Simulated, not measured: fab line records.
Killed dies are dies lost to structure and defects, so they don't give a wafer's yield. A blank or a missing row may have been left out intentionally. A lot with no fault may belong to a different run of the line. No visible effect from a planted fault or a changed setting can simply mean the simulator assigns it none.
fab line records	flow gf180mcu	part 1 of 2: steps 1 to 23 of 32
record lots=5	wafers=15	last-day=33
route steps=602 shown DNWELL@33 NWELL@42 LVPWELL@54
lots with no fault: from the same line, run without faults
start-h: hours from the record's opening day to when the first of the lot's shown wafers began	wait-h: hours from the lot's prior step to this one	" unchanged from the row above	L1.1+2: a row that stands for several wafers	- no value present, or no start provided	* or withheld: withheld	< > ~ a bound
route shown NAME@n: a module of which the file shows steps, and the number in the route of the first	usual: the fault-free wafers' mean and standard deviation	same: alike in all rows	chamber/n: place in a boat	sites: the reading at each site	_std_site: standard deviation of those values	_edge_site: outer sites' mean less inner sites'	radius-mm: how far each site lies from the wafer's centre	mask NAME#n: copy n	behind: the last tool/chamber to shape the wafer	hold: cause of the lot's hold/its duration in hours/its outcome	device: names the non-switching transistor (n, p or np)	end of line: the same wafers' tests at the end of the route	a step with no rows: only its recipe	killed: dies that structure and defects cost at the first sort, which is not the same as the wafer's yield	map: a wafer's dies, x killed, . not, _ none there
set.NAME: the setting that was run; set.NAME@STEP: the one run at that earlier step	model.NAME: the simulator's own value behind a step, which no gauge read
lots at selected steps of the route; one table per step, one row per wafer
services: when a tool's chamber went out of use (start-h, in hours from the record's first day, below 0 if earlier), for how many hours, and the reason
## steps
# step GF_DNWELL_HMDS_01
# recipe prime-time-s=60	prime-temp-c=120
# usual exhaust-pa=44.9/0.79
lot.wafer	tool	chamber	start-h	wait-h	exhaust-pa
L074.1	litho-track-02	0	37.57	0.1	44.9
L074.2	"	0	"	"	44.5
L074.3	"	0	"	"	45.5
L075.3	litho-track-02	0	41.17	0.1	44.7
L075.5	"	0	"	"	45.2
L075.6	"	0	"	"	46.0
L080.2	litho-track-02	0	68.30	0.1	44.1
L080.4	"	0	"	"	45.3
L080.5	"	0	"	"	44.9
L082.2	litho-track-04	0	78.71	0.1	46.3
L082.3	"	0	"	"	45.8
L082.6	"	0	"	"	46.7
L092.3	litho-track-02	0	130.52	0.1	45.0
L092.4	"	0	"	"	44.5
L092.6	"	0	"	"	45.4
# step GF_DNWELL_COAT_02
# recipe spin-rpm=2000	resist-thk-nm=3000
# usual exhaust-pa=45.1/1
lot.wafer	tool	chamber	start-h	wait-h	exhaust-pa
L074.1	litho-track-02	0	37.72	0.1	44.0
L074.2	"	0	"	"	43.7
L074.3	"	0	"	"	43.8
L075.3	litho-track-02	0	41.32	0.1	44.8
L075.5	"	0	"	"	46.7
L075.6	"	0	"	"	46.5
L080.2	litho-track-02	0	68.45	0.1	45.5
L080.4	"	0	"	"	46.6
L080.5	"	0	"	"	47.5
L082.2	litho-track-04	0	78.86	0.1	43.4
L082.3	"	0	"	"	44.4
L082.6	"	0	"	"	45.2
L092.3	litho-track-02	0	130.67	0.1	44.3
L092.4	"	0	"	"	43.9
L092.6	"	0	"	"	43.9
# step GF_DNWELL_SOFTBAKE_03
# recipe temp-c=110	time-s=withheld
# usual exhaust-pa=45.1/0.82	plate-temp-C=110.00/0.12
lot.wafer	tool	chamber	start-h	wait-h	exhaust-pa	plate-temp-C
L074.1	litho-track-02	0	37.87	0.1	44.4	109.77
L074.2	"	0	"	"	45.2	109.87
L074.3	"	0	"	"	45.7	110.04
L075.3	litho-track-02	0	41.49	0.1	46.7	110.03
L075.5	"	0	"	"	45.7	109.99
L075.6	"	0	"	"	45.3	109.99
L080.2	litho-track-02	0	68.60	0.1	44.9	109.94
L080.4	"	0	"	"	45.0	110.13
L080.5	"	0	"	"	45.2	110.14
L082.2	litho-track-04	0	79.01	0.1	45.1	109.95
L082.3	"	0	"	"	44.4	109.95
L082.6	"	0	"	"	45.8	110.03
L092.3	litho-track-02	0	130.84	0.1	46.5	110.13
L092.4	"	0	"	"	44.9	110.08
L092.6	"	0	"	"	44.3	110.01
# step GF_DNWELL_EXPOSE_04
# recipe mask-id=DNWELL	target-cd-nm=1700	na=0.6	source-shape=conventional	sigma-outer=0.6	dose-mj=260
lot.wafer	tool	chamber	start-h	wait-h	mask
L074.1+2+3	iline-stepper-01	0	-	-	DNWELL#0
L075.3+5+6	iline-stepper-01	0	-	-	DNWELL#0
L080.2+4+5	iline-stepper-02	0	-	-	DNWELL#0
L082.2+3+6	iline-stepper-02	0	-	-	DNWELL#0
L092.3+4+6	iline-stepper-02	0	-	-	DNWELL#0
# step GF_DNWELL_PEB_05
# recipe temp-c=115	time-s=withheld
# usual exhaust-pa=45.1/0.85	plate-temp-C=115.01/0.13
lot.wafer	tool	chamber	start-h	wait-h	exhaust-pa	plate-temp-C
L074.1	litho-track-02	0	-	-	46.2	114.86
L074.2	"	0	"	"	45.2	115.09
L074.3	"	0	"	"	45.6	114.96
L075.3	litho-track-02	0	-	-	44.3	114.98
L075.5	"	0	"	"	43.7	115.10
L075.6	"	0	"	"	44.4	114.95
L080.2	litho-track-02	0	-	-	43.7	115.15
L080.4	"	0	"	"	45.5	114.91
L080.5	"	0	"	"	47.0	114.86
L082.2	litho-track-02	0	-	-	45.3	114.79
L082.3	"	0	"	"	43.6	114.78
L082.6	"	0	"	"	44.3	114.76
L092.3	litho-track-04	0	-	-	45.4	115.10
L092.4	"	0	"	"	44.6	115.12
L092.6	"	0	"	"	45.0	115.02
# step GF_DNWELL_DEVELOP_06
# recipe wall-angle-deg=90	develop-time-s=60	dev-temp-c=23
# usual exhaust-pa=45.0/0.91
lot.wafer	tool	chamber	start-h	wait-h	exhaust-pa
L074.1	litho-track-02	0	-	-	43.0
L074.2	"	0	"	"	43.8
L074.3	"	0	"	"	44.2
L075.3	litho-track-02	0	-	-	45.3
L075.5	"	0	"	"	43.9
L075.6	"	0	"	"	45.8
L080.2	litho-track-02	0	-	-	45.9
L080.4	"	0	"	"	45.9
L080.5	"	0	"	"	45.7
L082.2	litho-track-02	0	-	-	43.7
L082.3	"	0	"	"	43.3
L082.6	"	0	"	"	44.8
L092.3	litho-track-04	0	-	-	43.6
L092.4	"	0	"	"	45.6
L092.6	"	0	"	"	44.4
# step GF_DNWELL_IMPLANT_07
# recipe species=P	energy-kev=1500	dose-cm2=1e+13	tilt-deg=0
# usual dose-ions-cm2=9.999e+12/1.3e+10	faraday-current-uA=56.5/1	tilt-deg=-0.001/0.018
lot.wafer	tool	chamber	start-h	wait-h	dose-ions-cm2	faraday-current-uA	tilt-deg
L074.1	implanter-03	0	43.37	-	9.988e+12	56.9	0.002
L074.2	"	0	"	"	9.989e+12	58.1	0.008
L074.3	"	0	"	"	9.985e+12	56.4	0.015
L075.3	implanter-03	0	48.17	-	9.979e+12	55.6	-0.001
L075.5	"	0	"	"	9.999e+12	54.9	-0.014
L075.6	"	0	"	"	9.977e+12	57.3	-0.021
L080.2	implanter-04	0	74.94	-	1.0011e+13	55.3	-0.030
L080.4	"	0	"	"	9.992e+12	58.1	-0.014
L080.5	"	0	"	"	9.991e+12	56.3	-0.020
L082.2	implanter-02	0	85.74	-	9.996e+12	55.0	-0.019
L082.3	"	0	"	"	9.998e+12	57.5	-0.023
L082.6	"	0	"	"	9.996e+12	56.2	-0.004
L092.3	implanter-02	0	137.98	-	9.969e+12	55.6	-0.024
L092.4	"	0	"	"	9.968e+12	55.4	0.001
L092.6	"	0	"	"	9.989e+12	56.9	-0.012
# step GF_DNWELL_STRIP_08
# recipe chemistry=O2/N2	power-w=1400	pressure-mtorr=1500	platen-temp-c=250	o2-flow-sccm=3000	n2-flow-sccm=300	overash-fraction=0.5
# usual drypump-motor-current-A=5.37/0.19	heater-power-w=330/46	n2-flow-sccm=299.8/0.93	oes-product-au=0.723/0.0045	strip-time-to-endpoint-s=36.98/0.086
lot.wafer	tool	chamber	start-h	wait-h	drypump-motor-current-A	heater-power-w	n2-flow-sccm	oes-product-au	rf-hours-counter-h	strip-time-to-endpoint-s
L074.1	plasma-asher-03	1	43.52	0.1	5.38	286	300.2	0.721	23	36.95
L074.2	"	0	"	"	5.27	354	301.8	0.725	23	36.92
L074.3	"	1	"	"	5.38	290	300.2	0.726	-	36.94
L075.3	plasma-asher-04	1	48.30	0.1	5.64	389	300.1	0.731	-	36.99
L075.5	"	0	"	"	5.06	296	300.3	0.726	-	37.11
L075.6	"	1	"	"	5.64	393	299.5	0.727	-	37.09
L080.2	plasma-asher-01	1	75.07	0.1	5.52	285	300.6	0.732	43	36.94
L080.4	"	0	"	"	5.67	416	300.0	0.728	-	37.04
L080.5	"	0	"	"	5.67	412	298.7	0.723	-	37.14
L082.2	plasma-asher-04	0	85.87	0.1	5.07	283	299.9	0.719	43	36.90
L082.3	"	1	"	"	5.61	385	299.4	0.723	-	36.94
L082.6	"	1	"	"	5.61	379	298.9	0.727	-	36.88
L092.3	plasma-asher-03	1	138.11	0.1	5.37	291	298.5	0.732	-	36.88
L092.4	"	0	"	"	5.27	348	301.6	0.725	-	36.90
L092.6	"	1	"	"	5.35	289	297.0	0.716	-	36.89
# step GF_DNWELL_TW_MEAS_09
# usual DNWELL_TW=1353/23
lot.wafer	tool	chamber	start-h	wait-h	DNWELL_TW
L074.1	film-metro-01	-	43.62	0.1	1335
L074.2	"	-	"	"	1327
L074.3	"	-	"	"	1332
L075.3	film-metro-01	-	48.39	0.1	1321
L075.5	"	-	"	"	1319
L075.6	"	-	"	"	1328
L080.2	film-metro-03	-	75.18	0.1	1382
L080.4	"	-	"	"	1379
L080.5	"	-	"	"	1384
L082.2	film-metro-02	-	85.98	0.1	1352
L082.3	"	-	"	"	1351
L082.6	"	-	"	"	1345
L092.3	film-metro-02	-	138.20	0.1	1348
L092.4	"	-	"	"	1348
L092.6	"	-	"	"	1341
# step GF_NWELL_DEHYDRATE_00
# recipe temp-c=200	time-s=60
# usual exhaust-pa=45.0/0.76	plate-temp-C=200.00/0.15
lot.wafer	tool	chamber	start-h	wait-h	exhaust-pa	plate-temp-C
L074.1	litho-track-03	0	49.23	5.6	45.7	200.11
L074.2	"	0	"	"	44.6	200.08
L074.3	"	0	"	"	44.2	199.87
L075.3	litho-track-04	0	54.33	5.9	44.1	199.93
L075.5	"	0	"	"	45.3	199.94
L075.6	"	0	"	"	44.0	199.71
L080.2	litho-track-01	0	81.74	6.6	46.0	199.88
L080.4	"	0	"	"	45.4	199.83
L080.5	"	0	"	"	45.5	199.84
L082.2	litho-track-03	0	92.16	6.2	44.8	199.98
L082.3	"	0	"	"	45.1	200.08
L082.6	"	0	"	"	44.7	199.93
L092.3	litho-track-04	0	145.63	7.4	46.1	199.95
L092.4	"	0	"	"	46.0	200.13
L092.6	"	0	"	"	44.6	200.22
# step GF_NWELL_HMDS_01
# recipe prime-time-s=60	prime-temp-c=120
# usual exhaust-pa=45.1/0.76
lot.wafer	tool	chamber	start-h	wait-h	exhaust-pa
L074.1	litho-track-03	0	49.38	0.1	45.6
L074.2	"	0	"	"	45.1
L074.3	"	0	"	"	44.8
L075.3	litho-track-04	0	54.48	0.1	44.6
L075.5	"	0	"	"	43.8
L075.6	"	0	"	"	45.3
L080.2	litho-track-01	0	81.89	0.1	45.1
L080.4	"	0	"	"	46.2
L080.5	"	0	"	"	46.0
L082.2	litho-track-03	0	92.31	0.1	46.1
L082.3	"	0	"	"	45.7
L082.6	"	0	"	"	44.8
L092.3	litho-track-04	0	145.78	0.1	46.1
L092.4	"	0	"	"	45.2
L092.6	"	0	"	"	44.2
# step GF_NWELL_COAT_02
# recipe spin-rpm=2000	resist-thk-nm=3000
# usual exhaust-pa=45.1/1
lot.wafer	tool	chamber	start-h	wait-h	exhaust-pa
L074.1	litho-track-03	0	49.53	0.1	44.6
L074.2	"	0	"	"	45.1
L074.3	"	0	"	"	48.0
L075.3	litho-track-04	0	54.63	0.1	46.7
L075.5	"	0	"	"	46.5
L075.6	"	0	"	"	48.0
L080.2	litho-track-01	0	82.04	0.1	45.5
L080.4	"	0	"	"	45.9
L080.5	"	0	"	"	46.4
L082.2	litho-track-03	0	92.46	0.1	44.4
L082.3	"	0	"	"	45.5
L082.6	"	0	"	"	46.0
L092.3	litho-track-04	0	145.93	0.1	44.7
L092.4	"	0	"	"	44.4
L092.6	"	0	"	"	44.6
# step GF_NWELL_SOFTBAKE_03
# recipe temp-c=110	time-s=withheld
# usual exhaust-pa=45.1/0.9	plate-temp-C=109.97/0.14
lot.wafer	tool	chamber	start-h	wait-h	exhaust-pa	plate-temp-C
L074.1	litho-track-03	0	49.68	0.1	45.0	109.98
L074.2	"	0	"	"	43.9	110.04
L074.3	"	0	"	"	45.2	110.13
L075.3	litho-track-04	0	54.80	0.1	44.3	109.97
L075.5	"	0	"	"	46.1	110.02
L075.6	"	0	"	"	45.7	109.95
L080.2	litho-track-01	0	82.20	0.1	43.8	110.13
L080.4	"	0	"	"	44.4	109.88
L080.5	"	0	"	"	44.5	110.12
L082.2	litho-track-03	0	92.62	0.1	45.6	110.14
L082.3	"	0	"	"	44.9	110.19
L082.6	"	0	"	"	46.0	110.02
L092.3	litho-track-04	0	146.10	0.1	46.0	110.16
L092.4	"	0	"	"	46.2	110.27
L092.6	"	0	"	"	46.3	109.98
# step GF_NWELL_EXPOSE_04
# recipe mask-id=Nwell	target-cd-nm=860	na=0.6	source-shape=conventional	sigma-outer=0.6	dose-mj=260
lot.wafer	tool	chamber	start-h	wait-h	mask
L074.1+2+3	iline-stepper-02	0	-	-	Nwell#0
L075.3+5+6	iline-stepper-02	0	-	-	Nwell#0
L080.2+4+5	iline-stepper-01	0	-	-	Nwell#0
L082.2+3+6	iline-stepper-02	0	-	-	Nwell#0
L092.3+4+6	iline-stepper-01	0	-	-	Nwell#0
# step GF_NWELL_PEB_05
# recipe temp-c=115	time-s=withheld
# usual exhaust-pa=45.2/0.88	plate-temp-C=114.98/0.14
lot.wafer	tool	chamber	start-h	wait-h	exhaust-pa	plate-temp-C
L074.1	litho-track-01	0	-	-	43.8	115.15
L074.2	"	0	"	"	45.1	115.25
L074.3	"	0	"	"	44.9	115.12
L075.3	litho-track-04	0	-	-	46.4	115.11
L075.5	"	0	"	"	44.5	115.03
L075.6	"	0	"	"	45.1	115.07
L080.2	litho-track-04	0	-	-	44.5	114.81
L080.4	"	0	"	"	45.3	114.78
L080.5	"	0	"	"	43.6	114.79
L082.2	litho-track-03	0	-	-	45.7	114.80
L082.3	"	0	"	"	44.6	115.03
L082.6	"	0	"	"	44.5	114.82
L092.3	litho-track-03	0	-	-	45.6	115.28
L092.4	"	0	"	"	44.8	115.02
L092.6	"	0	"	"	44.0	115.13
# step GF_NWELL_DEVELOP_06
# recipe wall-angle-deg=90	develop-time-s=60	dev-temp-c=23
# usual exhaust-pa=45.0/0.83
lot.wafer	tool	chamber	start-h	wait-h	exhaust-pa
L074.1	litho-track-01	0	-	-	44.1
L074.2	"	0	"	"	45.0
L074.3	"	0	"	"	44.7
L075.3	litho-track-04	0	-	-	45.5
L075.5	"	0	"	"	45.2
L075.6	"	0	"	"	44.5
L080.2	litho-track-04	0	-	-	45.1
L080.4	"	0	"	"	44.8
L080.5	"	0	"	"	45.0
L082.2	litho-track-03	0	-	-	44.9
L082.3	"	0	"	"	45.3
L082.6	"	0	"	"	44.6
L092.3	litho-track-03	0	-	-	44.3
L092.4	"	0	"	"	45.2
L092.6	"	0	"	"	43.9
# step GF_NWELL_OVL_MEAS_07
# usual NWELL_OVL=0.2/1.2
lot.wafer	tool	chamber	start-h	wait-h	NWELL_OVL[nm]
L074.1	overlay-01	-	56.27	-	-1.0
L074.2	"	-	"	"	0.4
L074.3	"	-	"	"	-1.0
L075.3	overlay-01	-	60.74	-	-0.1
L075.5	"	-	"	"	0.5
L075.6	"	-	"	"	2.1
L080.2	overlay-02	-	88.84	-	-0.9
L080.4	"	-	"	"	-0.2
L080.5	"	-	"	"	-1.4
L082.2	overlay-01	-	98.94	-	1.5
L082.3	"	-	"	"	0.6
L082.6	"	-	"	"	0.1
L092.3	overlay-01	-	154.04	-	-0.1
L092.4	"	-	"	"	-0.7
L092.6	"	-	"	"	0.8
# step GF_NWELL_IMPLANT_08
# recipe species=P	energy-kev=450	dose-cm2=1.5e+13	tilt-deg=0
# usual dose-ions-cm2=1.4999e+13/1.7e+10	faraday-current-uA=84.4/1.7	tilt-deg=-0.002/0.02
lot.wafer	tool	chamber	start-h	wait-h	dose-ions-cm2	faraday-current-uA	tilt-deg
L074.1	implanter-04	0	56.30	0.0	1.4997e+13	84.1	0.012
L074.2	"	0	"	"	1.5003e+13	84.9	-0.027
L074.3	"	0	"	"	1.497e+13	84.6	-0.005
L075.3	implanter-02	0	60.82	0.1	1.5001e+13	85.2	0.011
L075.5	"	0	"	"	1.4998e+13	83.0	-0.003
L075.6	"	0	"	"	1.5008e+13	83.9	0.011
L080.2	implanter-02	0	88.89	0.0	1.4982e+13	84.3	0.012
L080.4	"	0	"	"	1.4996e+13	85.5	0.015
L080.5	"	0	"	"	1.4979e+13	87.9	-0.032
L082.2	implanter-02	0	98.99	0.0	1.5023e+13	86.8	0.001
L082.3	"	0	"	"	1.4989e+13	80.3	0.018
L082.6	"	0	"	"	1.5012e+13	86.1	0.032
L092.3	implanter-02	0	154.12	0.1	1.4993e+13	86.7	-0.009
L092.4	"	0	"	"	1.4996e+13	85.6	-0.020
L092.6	"	0	"	"	1.4985e+13	82.1	-0.002
# step GF_NWELL_IMPLANT_09
# recipe species=P	energy-kev=160	dose-cm2=4e+12	tilt-deg=0
# usual dose-ions-cm2=4e+12/4.1e+09	faraday-current-uA=22.5/0.43	tilt-deg=-0.001/0.018
lot.wafer	tool	chamber	start-h	wait-h	dose-ions-cm2	faraday-current-uA	tilt-deg
L074.1	implanter-04	0	56.45	0.1	4.004e+12	22.7	0.000
L074.2	"	0	"	"	4.003e+12	23.6	-0.025
L074.3	"	0	"	"	4.004e+12	23.2	-0.016
L075.3	implanter-02	0	60.97	0.1	4.001e+12	22.1	-0.006
L075.5	"	0	"	"	3.998e+12	22.8	-0.008
L075.6	"	0	"	"	4.003e+12	22.5	-0.021
L080.2	implanter-02	0	89.04	0.1	3.995e+12	21.9	0.012
L080.4	"	0	"	"	4.005e+12	22.4	0.000
L080.5	"	0	"	"	4.004e+12	22.4	0.024
L082.2	implanter-02	0	99.14	0.1	4.004e+12	23.1	0.031
L082.3	"	0	"	"	3.996e+12	23.2	-0.035
L082.6	"	0	"	"	4.004e+12	22.2	-0.014
L092.3	implanter-02	0	154.27	0.1	4.003e+12	22.5	0.022
L092.4	"	0	"	"	4.001e+12	21.9	0.018
L092.6	"	0	"	"	4.007e+12	22.7	0.012
# step GF_NWELL_STRIP_10
# recipe chemistry=O2/N2	power-w=1400	pressure-mtorr=1500	platen-temp-c=250	o2-flow-sccm=3000	n2-flow-sccm=300	overash-fraction=0.5
# usual drypump-motor-current-A=5.50/0.19	heater-power-w=348/53	n2-flow-sccm=299.9/0.85	oes-product-au=0.722/0.0051	strip-time-to-endpoint-s=36.97/0.11
lot.wafer	tool	chamber	start-h	wait-h	drypump-motor-current-A	heater-power-w	n2-flow-sccm	oes-product-au	rf-hours-counter-h	strip-time-to-endpoint-s
L074.1	plasma-asher-02	1	56.60	0.1	5.21	334	300.1	0.718	40	36.97
L074.2	"	0	"	"	5.68	397	300.3	0.724	40	37.07
L074.3	"	0	"	"	5.70	399	299.6	0.721	-	37.06
L075.3	plasma-asher-02	1	61.10	0.1	5.18	330	299.4	0.719	-	36.85
L075.5	"	1	"	"	5.24	339	302.7	0.718	-	36.77
L075.6	"	0	"	"	5.70	410	301.4	0.723	-	36.72
L080.2	plasma-asher-01	0	89.17	0.1	5.67	412	299.4	0.740	44	36.96
L080.4	"	1	"	"	5.52	283	299.8	0.726	-	36.93
L080.5	"	1	"	"	5.52	281	300.0	0.721	-	36.87
L082.2	plasma-asher-01	0	99.27	0.1	5.69	433	300.3	0.720	46	37.16
L082.3	"	1	"	"	5.51	287	300.0	0.722	-	37.22
L082.6	"	0	"	"	5.67	419	299.5	0.725	-	37.36
L092.3	plasma-asher-01	0	154.40	0.1	5.68	399	300.5	0.731	-	37.02
L092.4	"	1	"	"	5.52	292	299.1	0.734	-	36.90
L092.6	"	1	"	"	5.53	275	301.0	0.721	-	36.99
# step GF_NWELL_TW_MEAS_11
# usual NWELL_TW=1577/24
lot.wafer	tool	chamber	start-h	wait-h	NWELL_TW
L074.1	film-metro-04	-	56.70	0.1	1584
L074.2	"	-	"	"	1582
L074.3	"	-	"	"	1571
L075.3	film-metro-04	-	61.19	0.1	1574
L075.5	"	-	"	"	1576
L075.6	"	-	"	"	1571
L080.2	film-metro-04	-	89.28	0.1	1573
L080.4	"	-	"	"	1556
L080.5	"	-	"	"	1573
L082.2	film-metro-03	-	99.38	0.1	1599
L082.3	"	-	"	"	1606
L082.6	"	-	"	"	1603
L092.3	film-metro-03	-	154.49	0.1	1604
L092.4	"	-	"	"	1610
L092.6	"	-	"	"	1606
# step GF_LVPWELL_DEHYDRATE_00
# recipe temp-c=200	time-s=60
# usual exhaust-pa=44.9/0.85	plate-temp-C=199.95/0.17
lot.wafer	tool	chamber	start-h	wait-h	exhaust-pa	plate-temp-C
L074.1	litho-track-01	0	62.97	6.3	45.7	199.91
L074.2	"	0	"	"	45.5	199.92
L074.3	"	0	"	"	44.4	200.02
L075.3	litho-track-01	0	67.57	6.4	44.2	199.97
L075.5	"	0	"	"	45.0	200.00
L075.6	"	0	"	"	45.1	200.02
L080.2	litho-track-03	0	95.41	6.1	44.1	200.06
L080.4	"	0	"	"	46.6	199.94
L080.5	"	0	"	"	45.7	199.83
L082.2	litho-track-02	0	105.69	6.3	44.5	200.11
L082.3	"	0	"	"	45.1	200.15
L082.6	"	0	"	"	45.2	200.04
L092.3	litho-track-03	0	161.88	7.4	45.1	199.94
L092.4	"	0	"	"	44.8	199.92
L092.6	"	0	"	"	44.0	199.85
# step GF_LVPWELL_HMDS_01
# recipe prime-time-s=60	prime-temp-c=120
# usual exhaust-pa=45.0/0.97
lot.wafer	tool	chamber	start-h	wait-h	exhaust-pa
L074.1	litho-track-01	0	63.12	0.1	44.7
L074.2	"	0	"	"	44.8
L074.3	"	0	"	"	43.9
L075.3	litho-track-01	0	67.72	0.1	44.6
L075.5	"	0	"	"	44.5
L075.6	"	0	"	"	47.1
L080.2	litho-track-03	0	95.56	0.1	46.2
L080.4	"	0	"	"	47.2
L080.5	"	0	"	"	48.2
L082.2	litho-track-02	0	105.84	0.1	44.4
L082.3	"	0	"	"	43.5
L082.6	"	0	"	"	43.2
L092.3	litho-track-03	0	162.03	0.1	47.4
L092.4	"	0	"	"	46.0
L092.6	"	0	"	"	46.2
